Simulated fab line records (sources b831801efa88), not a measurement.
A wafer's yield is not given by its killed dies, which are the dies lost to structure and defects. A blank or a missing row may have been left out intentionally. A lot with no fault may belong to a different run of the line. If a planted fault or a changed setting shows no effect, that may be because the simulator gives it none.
The tool behind it: which one? | flow gf180mcu | 39 wafers from 13 lots sampled at 5 of the route's 602 steps

WHAT THE GAUGES READ, wafer by wafer
GF_DUAL_GATE_THK_MEAS_03. Usual: DUAL_GATE_OXIDATION_00_THK 10.87 nm, standard deviation 0.16.
lot  | measured     | on            | DUAL_GATE_OXIDATION_00_THK (nm) | flag
L954 | day 7 16:19  | film metro-02 | 10.76 10.82 10.79               |
L955 | day 7 20:54  | film metro-02 | 10.81 11.08 10.82               |
L957 | day 8 13:58  | film metro-01 | 10.83 10.74 10.77               |
L959 | day 9 00:21  | film metro-02 | 10.03 9.95 10.12                | OFF
L960 | day 9 12:11  | film metro-01 | 10.15 10.25 10.03               | OFF
L961 | day 10 00:32 | film metro-01 | 10.78 10.79 10.80               |
L969 | day 12 00:17 | film metro-01 | 11.18 10.96 11.06               |
L972 | day 12 15:38 | film metro-01 | 10.78 10.73 10.58               |
L973 | day 13 02:56 | film metro-02 | 10.63 10.61 10.67               |
L974 | day 13 12:33 | film metro-02 | 11.27 11.34 10.94               |
L975 | day 13 15:33 | film metro-02 | 10.81 11.04 10.89               |
L976 | day 13 20:13 | film metro-01 | 11.00 10.92 10.97               |
L977 | day 14 05:34 | film metro-01 | 10.92 10.89 10.67               |

GF_POLY_GATE_CD_MEAS_10 targets a cd of 280 nm. Usual: 280.2 nm for cd nm, sd 1.1.
lot  | measured     | on        | cd nm (nm)        | flag
L954 | day 9 04:53  | cd sem-02 | 279.3 278.4 279.1 |
L955 | day 9 12:11  | cd sem-01 | 279.0 279.8 280.3 |
L957 | day 10 03:25 | cd sem-02 | 279.6 278.8 279.3 |
L959 | day 10 15:23 | cd sem-02 | 279.3 279.3 279.5 |
L960 | day 11 04:26 | cd sem-01 | 281.4 281.4 280.9 |
L961 | day 11 16:38 | cd sem-02 | 281.2 280.9 280.6 |
L969 | day 13 19:38 | cd sem-02 | 280.7 279.9 280.5 |
L972 | day 14 11:56 | cd sem-01 | 280.8 278.5 280.4 |
L973 | day 15 00:43 | cd sem-01 | 282.7 282.7 282.3 |
L974 | day 15 11:23 | cd sem-01 | 280.1 280.3 279.8 |
L975 | day 15 13:55 | cd sem-02 | 280.7 279.6 280.1 |
L976 | day 15 18:18 | cd sem-01 | 279.0 278.7 278.8 |
L977 | day 16 04:05 | cd sem-02 | 280.5 280.4 280.4 |

GF_NSD_TW_MEAS_12. Usual: NSD_TW 4264, standard deviation 29.
lot  | measured     | on            | NSD_TW         | flag
L954 | day 13 12:59 | film metro-02 | 4285 4313 4288 |
L955 | day 13 19:06 | film metro-02 | 4275 4282 4247 |
L957 | day 14 11:14 | film metro-02 | 4275 4275 4276 |
L959 | day 15 02:02 | film metro-03 | 4293 4243 4277 |
L960 | day 15 17:26 | film metro-02 | 4267 4257 4255 |
L961 | day 16 05:48 | film metro-02 | 4258 4287 4283 |
L969 | day 18 17:09 | film metro-03 | 4289 4271 4254 |
L972 | day 19 12:23 | film metro-02 | 4247 4238 4249 |
L973 | day 20 00:41 | film metro-03 | 4308 4256 4276 |
L974 | day 20 15:50 | film metro-04 | 4193 4181 4188 |
L975 | day 20 16:22 | film metro-03 | 4285 4281 4288 |
L976 | day 21 03:31 | film metro-04 | 4208 4236 4216 |
L977 | day 21 11:11 | film metro-03 | 4271 4275 4286 |

GF_SAB_CD_MEAS_09 targets a cd of 420 nm. Usual: 420.0 nm for cd nm, sd 2.
lot  | measured     | on        | cd nm (nm)        | flag
L954 | day 15 07:16 | cd sem-02 | 418.9 419.6 418.8 |
L955 | day 15 14:04 | cd sem-01 | 417.0 418.4 417.4 |
L957 | day 16 07:07 | cd sem-02 | 417.6 419.6 417.5 |
L959 | day 16 22:05 | cd sem-02 | 420.5 419.5 420.1 |
L960 | day 17 14:37 | cd sem-01 | 418.7 418.7 419.8 |
L961 | day 18 03:08 | cd sem-01 | 424.1 425.5 424.6 |
L969 | day 20 17:53 | cd sem-02 | 421.0 420.3 419.0 |
L972 | day 21 13:02 | cd sem-02 | 417.2 418.6 418.5 |
L973 | day 22 00:52 | cd sem-01 | 418.2 418.6 417.7 |
L974 | day 22 15:53 | cd sem-01 | 418.8 418.4 418.7 |
L975 | day 22 16:10 | cd sem-02 | 418.8 421.3 420.4 |
L976 | day 23 02:28 | cd sem-02 | 418.6 419.2 419.8 |
L977 | day 23 10:08 | cd sem-01 | 422.6 419.8 421.8 |

WHICH TOOL RAN EACH LOT (tool, then ch and the chambers of the sampled wafers, then the start)
lot  | GF_DUAL_GATE_OXIDATION_02
L954 | furnace-02 ch 0, day 7 14:52
L955 | furnace-02 ch 0, day 7 19:27
L957 | furnace-02 ch 0, day 8 12:31
L959 | furnace-02 ch 0, day 8 22:54
L960 | furnace-02 ch 0, day 9 10:44
L961 | furnace-01 ch 0, day 9 23:05
L969 | furnace-02 ch 0, day 11 22:48
L972 | furnace-02 ch 0, day 12 14:11
L973 | furnace-02 ch 0, day 13 01:30
L974 | furnace-02 ch 0, day 13 11:05
L975 | furnace-02 ch 0, day 13 14:05
L976 | furnace-01 ch 0, day 13 18:45
L977 | furnace-01 ch 0, day 14 04:06
- GF_DUAL_GATE_OXIDATION_02: stabilise 600 s, purge 300 s, target thk 10.887 nm.

AS READ BY THE TOOLS THEMSELVES (means over the sampled wafers that have a number; for cases with no such wafer, the mark the record gives instead)
GF_DUAL_GATE_OXIDATION_02. Usual: spike tc centre C 900.6 C, standard deviation 1.2; spike tc lower C 900.9 C, standard deviation 0.94; spike tc top C 911.1 C, standard deviation 2.7; spike tc upper C 897.6 C, standard deviation 1.6; tube center temp C 900 C, standard deviation 0.075; tube_center_temp_C_max 902.3, standard deviation 0.39.
lot  | tool       | spike tc centre C (C) | spike tc lower C (C) | spike tc top C (C) | spike tc upper C (C) | tube center temp C (C) | tube_center_temp_C_max | flag
L954 | furnace-02 | 900.9                 | 899.8                | 908.5              | 896.5                | 900                    | 902.7                  |
L955 | furnace-02 | 901.0                 | 900.0                | 909.0              | 896.6                | 900                    | 902.2                  |
L957 | furnace-02 | 901.2                 | 901.4                | 910.3              | 896.7                | 900                    | 902.5                  |
L959 | furnace-02 | 892.8                 | 894.9                | 902.4              | 890.2                | 894                    | 895.8                  | OFF
L960 | furnace-02 | 895.4                 | 895.6                | 902.6              | 890.6                | 894                    | 896.0                  | OFF
L961 | furnace-01 | 900.2                 | 900.8                | 914.8              | 899.2                | 900                    | 902.6                  |
L969 | furnace-02 | 901.4                 | 901.2                | 909.8              | 896.8                | 900                    | 902.4                  |
L972 | furnace-02 | 900.4                 | 900.8                | 909.4              | 897.1                | 900                    | 902.4                  |
L973 | furnace-02 | 902.5                 | 899.9                | 908.9              | 896.7                | 900                    | 902.3                  |
L974 | furnace-02 | 901.2                 | 900.5                | 909.4              | 896.8                | 900                    | 902.5                  |
L975 | furnace-02 | 900.7                 | 900.9                | 909.3              | 896.3                | 900                    | 902.1                  |
L976 | furnace-01 | 899.3                 | 900.4                | 914.6              | 899.5                | 900                    | 901.9                  |
L977 | furnace-01 | 899.9                 | 900.3                | 913.9              | 899.5                | 900                    | 902.0                  |

THE ANSWER, worked out from the rows above alone
Rule: lot off if the mean of its wafers having a number is beyond 3 standard deviations from the usual mean. Also off: a lot with no number at a reading for which 4 or more lots have one. All remaining lots with rows at the step are treated as sound. The gauges are gone through in route order, then the tools' own readings, and for those a lot's mean is taken as printed above. The first step at which some lot is off is used, and at that step the reading that is off furthest; a lot without a number counts as furthest.
Off: at GF_DUAL_GATE_THK_MEAS_03 (DUAL_GATE_OXIDATION_00_THK), L959, L960.
A tool fits if, at a process step before that reading, it ran every lot that is off, and no sound lot after the first of them. The gauges at GF_DUAL_GATE_THK_MEAS_03 aren't tried: what is off there is off at GF_DUAL_GATE_OXIDATION_02 too, on other tools, and a gauge's error can't cause that. Of those tried, none fits.

WHAT THE SIMULATOR HAD INSERTED
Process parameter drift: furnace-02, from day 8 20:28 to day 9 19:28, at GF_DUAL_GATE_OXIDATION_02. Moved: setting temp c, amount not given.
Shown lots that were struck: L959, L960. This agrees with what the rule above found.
